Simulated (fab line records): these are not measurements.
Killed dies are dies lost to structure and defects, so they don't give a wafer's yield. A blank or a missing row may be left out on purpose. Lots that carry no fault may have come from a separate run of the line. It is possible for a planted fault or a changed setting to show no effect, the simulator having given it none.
fab line records	flow sky130
record lots=12	wafers=36	lastDay=50
route steps=708 shown FIELD_ISO@15 NWELL@76 VT_ADJUST_LVTN@106 PAD_OPEN@708
lots with no fault: from the same line, run without faults
startH: hours from the record's opening day to when the first of the lot's shown wafers began	waitH: hours elapsed since this lot's preceding step	" same as the row above	L1.1+2: a row that stands for several wafers	- no value, or no start given	* or withheld: withheld	< > ~ a bound
route shown NAME@n: names a module that has steps shown in the file, with the first one's number in the route	usual: the fault-free wafers' mean and standard deviation	same: alike in all rows	chamber/n: place in a boat	sites: readings site by site	_std_site: the values' standard deviation	_edge_site: inner sites' mean taken away from outer sites' mean	radiusMm: for every site, how far away it sits from the centre of the wafer	mask NAME#n: copy n	behind: the most recent tool/chamber to have shaped the wafer	hold: why the lot was held/for how many hours/how that ended	device: names the non-switching transistor (n, p or np)	end of line: tests of these same wafers at the route's end	a step given without rows: its recipe and nothing more	killed: dies lost to structure and defects at the first sort, not the wafer's yield	map: shows each die of a wafer: x if killed, . if not, _ if none is there
set.NAME: the setting as run; set.NAME@STEP: as run at that earlier step	model.NAME: the simulator's own value behind a step, which no gauge read
steps of the route over a sample of lots; a table a step, a row a wafer
services: when a tool's chamber went out of use (startH, in hours from the record's first day, below 0 if earlier), for how many hours, and the reason
## steps
# step SKY_FIELD_ISO_ETCH_14
# recipe chemistry=N2/H2	target=BARC	ionEnergyEv=200	sourceW=500	biasW=100	pressureMtorr=30	n2FlowSccm=100	h2FlowSccm=200	stopOn=SiO2	timeS=45.9	targetDepthA=600
# usual biasW=100.03/0.27	drypumpMotorCurrentA=5.7/0.57	oesProductAu=0.851/0.005	throttleValvePct=13.225/0.0089
lot.wafer	tool	chamber	startH	waitH	biasW	drypumpMotorCurrentA	oesProductAu	rfHoursCounterH	throttleValvePct
L561.1	rieDiel-02	0	34.43	0.1	99.67	5.2	0.856	22	13.229
L561.5	"	2	"	"	99.70	6.1	0.847	-	13.216
L561.6	"	1	"	"	99.82	5.2	0.842	-	13.222
L562.1	rieDiel-01	3	39.82	0.1	99.99	4.8	0.849	42	13.228
L562.4	"	0	"	"	100.06	5.8	0.846	63	13.218
L562.5	"	3	"	"	100.01	4.8	0.845	-	13.215
L563.4	rieDiel-02	1	45.92	0.0	99.94	5.2	0.850	149	13.223
L563.5	"	2	"	"	99.54	6.1	0.843	-	13.225
L563.6	"	3	"	"	99.69	5.5	0.846	-	13.218
L566.1	rieDiel-04	0	59.08	0.1	100.70	5.9	0.862	79	13.236
L566.3	"	1	"	"	100.09	6.3	0.854	165	13.198
L566.6	"	0	"	"	100.16	5.9	0.856	-	13.216
L568.1	rieDiel-04	2	75.61	0.1	100.11	6.4	0.855	166	13.219
L568.3	"	0	"	"	99.91	5.9	0.849	80	13.224
L568.6	"	0	"	"	99.91	5.9	0.853	-	13.229
L571.3	rieDiel-04	1	86.23	0.1	110.09	6.3	0.853	165	13.234
L571.4	"	2	"	"	109.87	6.4	0.848	166	13.220
L571.6	"	3	"	"	110.13	6.3	0.855	-	13.220
L572.3	rieDiel-04	0	90.77	0.1	109.67	5.9	0.846	80	13.235
L572.5	"	3	"	"	110.00	6.3	0.853	-	13.233
L572.6	"	2	"	"	110.03	6.4	0.847	-	13.230
L574.1	rieDiel-01	0	100.53	0.1	100.41	5.8	0.849	64	13.221
L574.2	"	2	"	"	99.73	5.1	0.859	115	13.222
L574.3	"	3	"	"	99.74	4.8	0.853	43	13.218
L578.1	rieDiel-02	1	122.23	0.1	99.51	5.2	0.853	150	13.210
L578.3	"	0	"	"	99.57	5.2	0.849	24	13.211
L578.6	"	1	"	"	99.94	5.2	0.851	-	13.218
L579.1	rieDiel-01	2	128.63	0.1	100.29	5.1	0.846	115	13.229
L579.2	"	1	"	"	99.86	4.9	0.850	72	13.227
L579.3	"	0	"	"	100.39	5.8	0.852	65	13.228
L581.3	rieDiel-01	1	138.31	0.1	100.22	4.9	0.846	72	13.230
L581.5	"	1	"	"	100.28	4.9	0.858	-	13.215
L581.6	"	0	"	"	99.58	5.8	0.842	-	13.240
L583.2	rieDiel-01	1	148.76	0.1	100.22	4.9	0.858	72	13.228
L583.4	"	0	"	"	99.74	5.8	0.846	65	13.214
L583.6	"	0	"	"	99.90	5.8	0.857	-	13.227
# step SKY_FIELD_ISO_THK_MEAS_25
# recipe reads=SiO2_of_FIELD_ISO_CVD_24
# usual FIELD_ISO_CVD_24_THK=593/5.8
lot.wafer	tool	chamber	startH	waitH	FIELD_ISO_CVD_24_THK[nm]
L561.1	filmMetro-04	-	36.28	0.0	591
L561.5	"	-	"	"	600
L561.6	"	-	"	"	594
L562.1	filmMetro-03	-	42.65	0.0	593
L562.4	"	-	"	"	589
L562.5	"	-	"	"	592
L563.4	filmMetro-01	-	49.07	0.0	593
L563.5	"	-	"	"	587
L563.6	"	-	"	"	596
L566.1	filmMetro-04	-	60.93	0.0	587
L566.3	"	-	"	"	584
L566.6	"	-	"	"	591
L568.1	filmMetro-04	-	77.94	0.0	590
L568.3	"	-	"	"	585
L568.6	"	-	"	"	590
L571.3	filmMetro-04	-	89.35	0.1	596
L571.4	"	-	"	"	597
L571.6	"	-	"	"	593
L572.3	filmMetro-03	-	92.65	0.1	594
L572.5	"	-	"	"	589
L572.6	"	-	"	"	595
L574.1	filmMetro-03	-	103.20	0.0	584
L574.2	"	-	"	"	582
L574.3	"	-	"	"	584
L578.1	filmMetro-03	-	124.09	0.0	599
L578.3	"	-	"	"	595
L578.6	"	-	"	"	601
L579.1	filmMetro-01	-	130.80	0.0	594
L579.2	"	-	"	"	592
L579.3	"	-	"	"	589
L581.3	filmMetro-03	-	143.08	0.1	595
L581.5	"	-	"	"	600
L581.6	"	-	"	"	600
L583.2	filmMetro-01	-	151.98	0.0	588
L583.4	"	-	"	"	589
L583.6	"	-	"	"	592
# step SKY_NWELL_OVL_MEAS_23
# usual NWELL_01_OVL=-0.8/1.6
lot.wafer	tool	chamber	startH	waitH	NWELL_01_OVL[nm]
L561.1	overlay-02	-	108.08	-	0.2
L561.5	"	-	"	"	0.5
L561.6	"	-	"	"	0.0
L562.1	overlay-01	-	114.60	-	-2.6
L562.4	"	-	"	"	-3.2
L562.5	"	-	"	"	-1.7
L563.4	overlay-01	-	122.66	-	-0.9
L563.5	"	-	"	"	-1.1
L563.6	"	-	"	"	-1.5
L566.1	overlay-02	-	137.54	-	-0.5
L566.3	"	-	"	"	-1.1
L566.6	"	-	"	"	-0.5
L568.1	overlay-01	-	156.69	-	-0.4
L568.3	"	-	"	"	-1.0
L568.6	"	-	"	"	-2.2
L571.3	overlay-01	-	169.06	-	2.4
L571.4	"	-	"	"	0.0
L571.6	"	-	"	"	0.6
L572.3	overlay-02	-	177.79	-	-3.3
L572.5	"	-	"	"	-1.8
L572.6	"	-	"	"	-2.9
L574.1	overlay-02	-	185.19	-	-0.3
L574.2	"	-	"	"	-2.2
L574.3	"	-	"	"	-1.4
L578.1	overlay-02	-	208.84	-	-1.2
L578.3	"	-	"	"	-0.7
L578.6	"	-	"	"	-0.4
L579.1	overlay-01	-	217.58	-	-0.5
L579.2	"	-	"	"	-1.8
L579.3	"	-	"	"	-0.2
L581.3	overlay-02	-	231.89	-	-3.0
L581.5	"	-	"	"	-2.6
L581.6	"	-	"	"	-1.3
L583.2	overlay-01	-	241.04	-	0.0
L583.4	"	-	"	"	1.1
L583.6	"	-	"	"	-0.4
# step SKY_VT_ADJUST_LVTN_STRIP_09
# recipe chemistry=O2/N2	powerW=1400	pressureMtorr=1500	platenTempC=withheld	o2FlowSccm=3000	n2FlowSccm=300	overashFraction=0.5
# usual drypumpMotorCurrentA=5.7/0.4	o2FlowSccm=3000/9.7	oesProductAu=0.723/0.0046	stripTimeToEndpointS=36.87/0.11
lot.wafer	tool	chamber	startH	waitH	drypumpMotorCurrentA	o2FlowSccm	oesProductAu	rfHoursCounterH	stripTimeToEndpointS
L561.1	plasmaAsher-04	0	146.42	0.1	5.6	2998	0.720	34	36.80
L561.5	"	1	"	"	6.3	3011	0.721	-	36.88
L561.6	"	0	"	"	5.6	3010	0.722	-	36.75
L562.1	plasmaAsher-04	1	153.60	0.1	6.3	3010	0.728	35	36.84
L562.4	"	0	"	"	5.6	2997	0.721	-	36.88
L562.5	"	0	"	"	5.6	3008	0.733	-	36.89
L563.4	plasmaAsher-03	0	162.73	0.1	5.7	3012	0.722	-	36.68
L563.5	"	0	"	"	5.7	3008	0.722	-	36.81
L563.6	"	1	"	"	5.2	3004	0.721	-	36.87
L566.1	plasmaAsher-02	1	178.32	0.1	6.2	3020	0.717	5	37.02
L566.3	"	1	"	"	6.2	3014	0.718	-	36.91
L566.6	"	1	"	"	6.1	3015	0.721	-	36.85
L568.1	plasmaAsher-03	1	198.45	0.1	5.3	2995	0.721	51	36.79
L568.3	"	0	"	"	5.7	3007	0.729	-	36.77
L568.6	"	1	"	"	5.3	3017	0.727	-	36.85
L571.3	plasmaAsher-02	1	211.46	0.1	6.1	2992	0.730	-	37.03
L571.4	"	0	"	"	5.3	3003	0.719	-	36.96
L571.6	"	0	"	"	5.3	2991	0.724	-	36.91
L572.3	plasmaAsher-02	1	222.26	0.1	6.1	3000	0.724	-	36.73
L572.5	"	0	"	"	5.3	2986	0.724	-	36.68
L572.6	"	1	"	"	6.1	3001	0.721	-	36.76
L574.1	plasmaAsher-03	0	230.50	0.1	5.7	3003	0.723	54	36.69
L574.2	"	1	"	"	5.3	3010	0.724	54	36.73
L574.3	"	1	"	"	5.3	3005	0.712	-	36.55
L578.1	plasmaAsher-03	0	254.00	0.1	5.7	2989	0.722	56	36.82
L578.3	"	0	"	"	5.7	2995	0.721	-	36.94
L578.6	"	0	"	"	5.7	3003	0.726	-	36.94
L579.1	plasmaAsher-02	0	263.92	0.1	5.2	2999	0.720	14	36.88
L579.2	"	1	"	"	6.1	2995	0.721	14	36.80
L579.3	"	0	"	"	5.3	3008	0.727	-	36.83
L581.3	plasmaAsher-03	1	279.36	0.1	5.2	2997	0.724	-	37.07
L581.5	"	1	"	"	5.2	3016	0.726	-	37.08
L581.6	"	0	"	"	5.7	3011	0.723	-	37.12
L583.2	plasmaAsher-03	0	290.00	0.1	5.7	3001	0.727	58	37.14
L583.4	"	1	"	"	5.2	2986	0.714	-	37.03
L583.6	"	1	"	"	5.2	2993	0.721	-	37.03
# step SKY_PAD_OPEN_PROBE_99
# usual killed_at_M0_to_M3=44/6.3	killed_at_M4_up=3.1/2	killedAtContacts=24/4.8	killedAtFrontEnd=15/4.6	killedAtOther=0.2/0.51	killedDies=87/8.4	killedOpen=48/6.4	killedShort=39/5.9
# same grossDies=492	killedAtBackSide=0
lot.wafer	tool	chamber	startH	waitH	killed_at_M0_to_M3	killed_at_M4_up	killedAtContacts	killedAtFrontEnd	killedAtOther	killedDies	killedOpen	killedShort
L561.1	prober-01	-	1080.86	0.1	46	7	24	16	0	93	50	43
L561.5	prober-01	-	1081.06	0.2	45	8	24	16	0	93	50	43
L561.6	prober-01	-	1081.11	0.2	42	3	21	19	0	85	46	39
L562.1	prober-02	-	1082.36	0.1	42	3	26	11	0	82	53	29
L562.4	prober-02	-	1082.51	0.2	47	4	19	15	1	86	39	47
L562.5	prober-02	-	1082.56	0.2	51	1	26	13	1	92	60	32
L563.4	prober-01	-	1097.54	0.2	44	2	20	16	0	82	49	33
L563.5	prober-01	-	1097.59	0.2	41	5	15	25	0	86	45	41
L563.6	prober-01	-	1097.64	0.2	36	6	21	21	0	84	51	33
L566.1	prober-02	-	1104.48	0.1	48	3	21	14	0	86	59	27
L566.3	prober-02	-	1104.58	0.2	42	5	21	15	0	83	42	41
L566.6	prober-02	-	1104.73	0.2	48	5	27	8	0	88	58	30
L568.1	prober-02	-	1128.36	0.1	52	4	30	17	0	103	55	48
L568.3	prober-02	-	1128.46	0.2	51	3	21	14	0	89	49	40
L568.6	prober-02	-	1128.61	0.2	51	4	20	18	2	95	56	39
L571.3	prober-01	-	1140.93	0.2	44	1	15	15	0	75	46	29
L571.4	prober-01	-	1140.98	0.2	43	4	20	8	0	75	39	36
L571.6	prober-01	-	1141.08	0.2	43	3	27	9	1	83	49	34
L572.3	prober-02	-	1146.21	0.2	46	3	17	19	0	85	47	38
L572.5	prober-02	-	1146.31	0.2	48	0	25	21	0	94	55	39
L572.6	prober-02	-	1146.36	0.2	43	1	24	25	0	93	56	37
L574.1	prober-02	-	1154.45	0.1	48	6	25	15	0	94	54	40
L574.2	prober-02	-	1154.50	0.1	55	2	17	16	0	90	43	47
L574.3	prober-02	-	1154.55	0.2	43	0	21	14	0	78	40	38
L578.1	prober-01	-	1176.33	0.1	44	4	29	10	0	87	45	42
L578.3	prober-01	-	1176.43	0.2	33	1	33	18	1	86	38	48
L578.6	prober-01	-	1176.58	0.2	40	2	26	23	1	92	53	39
L579.1	prober-01	-	1178.65	0.1	51	4	35	15	0	105	54	51
L579.2	prober-01	-	1178.70	0.1	40	6	23	21	1	91	45	46
L579.3	prober-01	-	1178.75	0.2	43	1	28	19	0	91	54	37
L581.3	prober-01	-	1188.69	0.2	40	3	22	21	1	87	52	35
L581.5	prober-01	-	1188.79	0.2	48	4	26	27	0	105	54	51
L581.6	prober-01	-	1188.84	0.2	40	2	24	6	0	72	44	28
L583.2	prober-02	-	1194.90	0.1	44	2	27	20	1	94	48	46
L583.4	prober-02	-	1195.00	0.2	53	4	22	24	0	103	54	49
L583.6	prober-02	-	1195.10	0.2	60	2	21	15	0	98	59	39
# killed by level:class
L561.1 VIA1:geometricParticle:open=13 CONTACT:geometricParticle:open=9 VIA1:geometricParticle:short=8 FIELD_ISO:geometricParticle:open=6 VIA2:geometricParticle:open=5 METAL3:geometricParticle:short=5 METAL4:geometricParticle:short=5 FIELD_ISO:geometricParticle:short=4
L561.5 VIA1:geometricParticle:open=9 VIA2:geometricParticle:open=9 LI_CONTACT:geometricParticle:open=8 FIELD_ISO:geometricParticle:short=6 CONTACT:geometricParticle:open=6 VIA3:geometricParticle:open=6 METAL4:geometricParticle:short=6 FIELD_ISO:geometricParticle:open=5
L561.6 VIA1:geometricParticle:open=14 FIELD_ISO:geometricParticle:open=7 CONTACT:geometricParticle:open=7 FIELD_ISO:geometricParticle:short=6 VIA1:geometricParticle:short=6 VIA2:geometricParticle:open=6 VIA3:geometricParticle:open=6 LOCAL_INTERCONNECT:geometricParticle:short=5
L562.1 VIA1:geometricParticle:open=13 CONTACT:geometricParticle:open=9 LI_CONTACT:geometricParticle:open=6 POLY_GATE:geometricParticle:open=5 VIA3:geometricParticle:open=5 METAL2:geometricParticle:short=5 LOCAL_INTERCONNECT:geometricParticle:open=4 LOCAL_INTERCONNECT:geometricParticle:short=4
L562.4 METAL1:geometricParticle:short=9 LI_CONTACT:geometricParticle:open=8 VIA1:geometricParticle:open=8 VIA2:geometricParticle:open=7 CONTACT:geometricParticle:open=6 METAL2:geometricParticle:short=6 VIA2:geometricParticle:short=5 VIA1:geometricParticle:short=5
L562.5 VIA1:geometricParticle:open=12 LI_CONTACT:geometricParticle:open=11 VIA2:geometricParticle:open=10 CONTACT:geometricParticle:open=9 VIA3:geometricParticle:open=9 FIELD_ISO:geometricParticle:short=6 METAL1:geometricParticle:short=5 METAL2:geometricParticle:short=4
L563.4 CONTACT:geometricParticle:open=10 METAL2:geometricParticle:short=8 VIA2:geometricParticle:open=8 VIA3:geometricParticle:open=7 VIA1:geometricParticle:open=7 LI_CONTACT:geometricParticle:open=6 VIA2:geometricParticle:short=6 FIELD_ISO:geometricParticle:short=5
L563.5 FIELD_ISO:geometricParticle:open=10 METAL1:geometricParticle:short=8 VIA1:geometricParticle:open=8 VIA3:geometricParticle:open=6 POLY_GATE:geometricParticle:open=5 CONTACT:geometricParticle:open=5 VIA3:geometricParticle:short=5 POLY_GATE:geometricParticle:short=4
L563.6 CONTACT:geometricParticle:open=9 VIA3:geometricParticle:open=8 FIELD_ISO:geometricParticle:short=6 VIA2:geometricParticle:open=6 FIELD_ISO:geometricParticle:open=5 POLY_GATE:geometricParticle:open=5 VIA1:geometricParticle:open=5 LI_CONTACT:geometricParticle:open=4
L566.1 VIA1:geometricParticle:open=11 CONTACT:geometricParticle:open=9 VIA3:geometricParticle:open=9 VIA2:geometricParticle:open=7 LI_CONTACT:geometricParticle:open=6 FIELD_ISO:geometricParticle:open=5 METAL1:geometricParticle:short=5 METAL2:geometricParticle:short=4
L566.3 VIA1:geometricParticle:open=12 LI_CONTACT:geometricParticle:open=7 VIA1:geometricParticle:short=6 VIA3:geometricParticle:open=6 CONTACT:geometricParticle:open=5 METAL4:geometricParticle:short=5 FIELD_ISO:geometricParticle:short=4 POLY_GATE:geometricParticle:open=4
L566.6 VIA1:geometricParticle:open=12 VIA3:geometricParticle:open=12 LI_CONTACT:geometricParticle:open=11 CONTACT:geometricParticle:open=9 VIA1:geometricParticle:short=5 METAL2:geometricParticle:open=4 METAL4:geometricParticle:short=4 VIA2:geometricParticle:open=4
L568.1 CONTACT:geometricParticle:open=12 VIA1:geometricParticle:open=12 METAL1:geometricParticle:short=11 LI_CONTACT:geometricParticle:open=9 VIA1:geometricParticle:short=7 POLY_GATE:geometricParticle:short=5 VIA2:geometricParticle:open=5 LOCAL_INTERCONNECT:geometricParticle:short=4
L568.3 VIA1:geometricParticle:open=13 VIA3:geometricParticle:open=7 LI_CONTACT:geometricParticle:open=7 VIA2:geometricParticle:open=7 VIA1:geometricParticle:short=7 POLY_GATE:geometricParticle:open=5 METAL1:geometricParticle:short=5 FIELD_ISO:geometricParticle:open=4
L568.6 VIA1:geometricParticle:open=11 FIELD_ISO:geometricParticle:open=9 VIA2:geometricParticle:open=9 METAL1:geometricParticle:short=8 VIA2:geometricParticle:short=7 LI_CONTACT:geometricParticle:open=7 FIELD_ISO:geometricParticle:short=5 CONTACT:geometricParticle:open=5
L571.3 VIA1:geometricParticle:open=14 VIA2:geometricParticle:open=9 LI_CONTACT:geometricParticle:short=5 METAL1:geometricParticle:short=5 FIELD_ISO:geometricParticle:open=4 FIELD_ISO:geometricParticle:short=4 LOCAL_INTERCONNECT:geometricParticle:short=4 VIA3:geometricParticle:open=4
L571.4 VIA2:geometricParticle:open=9 CONTACT:geometricParticle:open=9 METAL1:geometricParticle:short=6 VIA1:geometricParticle:open=6 VIA1:geometricParticle:short=6 LOCAL_INTERCONNECT:geometricParticle:short=5 METAL2:geometricParticle:short=5 LI_CONTACT:geometricParticle:open=4
L571.6 CONTACT:geometricParticle:open=11 VIA1:geometricParticle:open=10 LI_CONTACT:geometricParticle:open=7 VIA2:geometricParticle:open=6 VIA1:geometricParticle:short=5 LI_CONTACT:geometricParticle:short=4 METAL2:geometricParticle:short=4 VIA3:geometricParticle:short=4
L572.3 VIA1:geometricParticle:open=9 VIA3:geometricParticle:open=8 LI_CONTACT:geometricParticle:open=6 CONTACT:geometricParticle:open=6 METAL1:geometricParticle:short=6 VIA2:geometricParticle:open=6 FIELD_ISO:geometricParticle:short=5 POLY_GATE:geometricParticle:open=4
L572.5 VIA1:geometricParticle:open=13 VIA2:geometricParticle:open=10 CONTACT:geometricParticle:open=9 METAL2:geometricParticle:short=8 VIA1:geometricParticle:short=7 LI_CONTACT:geometricParticle:short=6 FIELD_ISO:geometricParticle:short=5 POLY_GATE:geometricParticle:open=5
L572.6 VIA1:geometricParticle:open=10 LI_CONTACT:geometricParticle:open=8 CONTACT:geometricParticle:open=8 VIA2:geometricParticle:open=7 FIELD_ISO:geometricParticle:open=6 VIA3:geometricParticle:open=6 VIA3:geometricParticle:short=6 POLY_GATE:geometricParticle:short=5
L574.1 CONTACT:geometricParticle:open=15 VIA1:geometricParticle:open=8 VIA3:geometricParticle:open=7 METAL1:geometricParticle:short=6 LI_CONTACT:geometricParticle:open=5 VIA2:geometricParticle:short=5 VIA2:geometricParticle:open=5 METAL2:geometricParticle:short=5
L574.2 METAL1:geometricParticle:short=9 VIA2:geometricParticle:open=8 VIA3:geometricParticle:open=6 VIA2:geometricParticle:short=6 POLY_GATE:geometricParticle:open=5 CONTACT:geometricParticle:short=5 VIA1:geometricParticle:open=5 CONTACT:geometricParticle:open=4
L574.3 CONTACT:geometricParticle:open=9 VIA1:geometricParticle:open=8 VIA2:geometricParticle:short=5 LI_CONTACT:geometricParticle:open=5 LOCAL_INTERCONNECT:geometricParticle:short=5 METAL1:geometricParticle:short=5 FIELD_ISO:geometricParticle:short=4 METAL2:geometricParticle:short=4
L578.1 VIA1:geometricParticle:open=12 VIA3:geometricParticle:open=11 LI_CONTACT:geometricParticle:open=9 METAL2:geometricParticle:short=8 CONTACT:geometricParticle:short=7 CONTACT:geometricParticle:open=6 LOCAL_INTERCONNECT:geometricParticle:short=4 METAL1:geometricParticle:short=4
L578.3 CONTACT:geometricParticle:open=11 FIELD_ISO:geometricParticle:short=9 VIA1:geometricParticle:open=8 LOCAL_INTERCONNECT:geometricParticle:short=7 CONTACT:geometricParticle:short=7 VIA1:geometricParticle:short=6 METAL1:geometricParticle:short=5 VIA3:geometricParticle:open=5
L578.6 CONTACT:geometricParticle:open=10 VIA1:geometricParticle:open=10 FIELD_ISO:geometricParticle:open=9 LI_CONTACT:geometricParticle:open=6 METAL2:geometricParticle:short=5 LOCAL_INTERCONNECT:geometricParticle:short=5 VIA3:geometricParticle:open=5 POLY_GATE:geometricParticle:open=4
L579.1 VIA1:geometricParticle:open=17 LI_CONTACT:geometricParticle:open=12 VIA1:geometricParticle:short=7 FIELD_ISO:geometricParticle:open=6 LOCAL_INTERCONNECT:geometricParticle:short=6 CONTACT:geometricParticle:short=6 VIA3:geometricParticle:open=6 LI_CONTACT:geometricParticle:short=5
L579.2 METAL1:geometricParticle:short=10 VIA1:geometricParticle:open=8 CONTACT:geometricParticle:open=7 VIA3:geometricParticle:open=7 FIELD_ISO:geometricParticle:open=6 FIELD_ISO:geometricParticle:short=6 LOCAL_INTERCONNECT:geometricParticle:short=6 VIA2:geometricParticle:open=5
L579.3 VIA1:geometricParticle:open=16 LI_CONTACT:geometricParticle:open=10 FIELD_ISO:geometricParticle:open=7 VIA1:geometricParticle:short=7 CONTACT:geometricParticle:open=7 FIELD_ISO:geometricParticle:short=6 LI_CONTACT:geometricParticle:short=4 CONTACT:geometricParticle:short=4
L581.3 VIA1:geometricParticle:open=13 CONTACT:geometricParticle:open=8 VIA3:geometricParticle:open=7 POLY_GATE:geometricParticle:open=6 FIELD_ISO:geometricParticle:open=5 LI_CONTACT:geometricParticle:open=5 LOCAL_INTERCONNECT:geometricParticle:short=5 FIELD_ISO:geometricParticle:short=4
L581.5 VIA1:geometricParticle:open=13 POLY_GATE:geometricParticle:short=9 VIA3:geometricParticle:open=9 CONTACT:geometricParticle:open=9 VIA1:geometricParticle:short=8 LOCAL_INTERCONNECT:geometricParticle:short=6 VIA2:geometricParticle:open=6 FIELD_ISO:geometricParticle:open=5
L581.6 VIA1:geometricParticle:open=10 CONTACT:geometricParticle:open=9 LI_CONTACT:geometricParticle:open=8 METAL1:geometricParticle:short=7 VIA3:geometricParticle:open=7 FIELD_ISO:geometricParticle:short=4 VIA2:geometricParticle:open=4 VIA3:geometricParticle:short=4
L583.2 CONTACT:geometricParticle:open=11 VIA1:geometricParticle:open=9 VIA1:geometricParticle:short=9 POLY_GATE:geometricParticle:open=8 LI_CONTACT:geometricParticle:open=7 POLY_GATE:geometricParticle:short=6 METAL2:geometricParticle:short=6 VIA2:geometricParticle:open=6
L583.4 VIA2:geometricParticle:open=11 VIA1:geometricParticle:open=10 METAL1:geometricParticle:short=9 VIA1:geometricParticle:short=7 CONTACT:geometricParticle:open=7 LI_CONTACT:geometricParticle:open=6 VIA2:geometricParticle:short=5 FIELD_ISO:geometricParticle:open=4
L583.6 VIA1:geometricParticle:open=22 CONTACT:geometricParticle:open=10 VIA3:geometricParticle:open=8 METAL1:geometricParticle:short=7 METAL2:geometricParticle:short=6 FIELD_ISO:geometricParticle:short=5 CONTACT:geometricParticle:short=5 VIA1:geometricParticle:short=5
## services
tool	chamber	startH	hours	kind
rieDiel-01	1	12.01	3.9	repair
rieDiel-02	-	17.80	3.3	repair
rieDiel-04	1	26.36	8.4	repair
rieDiel-02	3	32.11	2.6	repair
rieDiel-01	2	33.72	2.4	repair
rieDiel-02	-	77.95	2.8	pm
rieDiel-01	1	92.22	4.2	repair
rieDiel-04	-	95.62	7.6	repair
rieDiel-01	-	97.13	0.8	repair
rieDiel-04	2	103.26	-	clean
rieDiel-04	2	103.26	21.7	scheduledDown
rieDiel-04	2	103.26	21.7	ventCycle
plasmaAsher-02	-	108.75	9.0	pm
plasmaAsher-02	0	108.75	9.0	ventCycle
plasmaAsher-02	1	108.75	9.0	ventCycle
plasmaAsher-04	-	117.56	2.8	pm
plasmaAsher-02	0	117.75	-	clean
plasmaAsher-02	-	135.73	6.5	repair
rieDiel-04	3	143.90	1.6	repair
rieDiel-04	-	168.60	2.8	repair
rieDiel-01	3	184.54	9.8	repair
rieDiel-01	0	197.65	5.9	repair
rieDiel-01	-	244.17	0.3	repair
plasmaAsher-03	-	258.69	12.5	repair
## key
firstSign step=SKY_FIELD_ISO_ETCH_14	reading=biasW	direction=up	sigmas=37	usual=100.03	struck=109.96
effect none on later readings
metAt SKY_FIELD_ISO_ETCH_14
struckLots L571,L572
testerLeftOut L571,L572
notActingAt SKY_FIELD_ISO_THK_MEAS_25,SKY_NWELL_OVL_MEAS_23,SKY_VT_ADJUST_LVTN_STRIP_09
onsetBetween 75.61 86.23
fault kind=processParameterDrift	tool=rieDiel-04	chamber=-	onsetH=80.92	steps=SKY_FIELD_ISO_ETCH_14	channel=biasW	offset=10.048	shape=step	endH=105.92	actsIn=theseRecipesOnly	stated=100
# testerLeftOut: of these lots the tester's yield and bins aren't shown, on N5 and GAA mostly nor the transistor test; their killed dies are dies lost to structure and defects alone, not to doping, threshold or leakage, so they don't give the yield
